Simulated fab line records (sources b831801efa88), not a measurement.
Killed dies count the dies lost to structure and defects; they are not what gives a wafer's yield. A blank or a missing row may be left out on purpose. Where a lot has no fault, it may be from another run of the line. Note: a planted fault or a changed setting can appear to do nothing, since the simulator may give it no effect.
Matching of chambers -- flow sfq line -- pecvd-03 running SFQ_TRILAYER_I3_DEP_PECVD_081: 3 sister chambers
The step deposits SiO2 from SiH4/N2O, time 111.11 s, target thk 500 nm. 6 wafers are shown with their chamber, then 7 later ones without.

WAFERS, EACH WITH ITS CHAMBER
wafer,chamber,throttle valve pct (%),heater power w (W)
L602.3,2,25.9,97
L602.4,0,27.3,112
L608.2,0,27.2,108
L608.5,1,25.2,97
L609.3,2,25.5,92
L609.4,1,25.0,102

WAFERS WITHOUT THEIR CHAMBER
wafer,throttle valve pct (%),heater power w (W)
L609.6,27.4,110
L613.1,27.7,113
L613.4,25.1,107
L613.6,25.7,89
L615.3,27.3,118
L615.4,25.1,101
L615.6,27.3,117

THE CHAMBER EACH PASSED THROUGH
wafer,from the rows above,in truth
L609.6,0,0
L613.1,0,0
L613.4,1,1
L613.6,2,2
L615.3,0,0
L615.4,1,1
L615.6,0,0
Correct placement for 7 of the 7. Not placeable from these rows: 0. 0 placed wrongly.
How it was worked out, from the rows above alone: a wafer's distance from a chamber is the root of the sum, over the readings, of the square of ((its reading less the chamber's mean) divided by the reading's scatter). The wafer belongs to the nearest chamber; if the next one is less than 2 further off, it can't be placed. Each chamber's mean is taken over the wafers shown for it. The scatter is the square root of a quotient: the sum, over the shown wafers, of each reading's squared deviation from its chamber's mean, divided by wafers minus chambers.
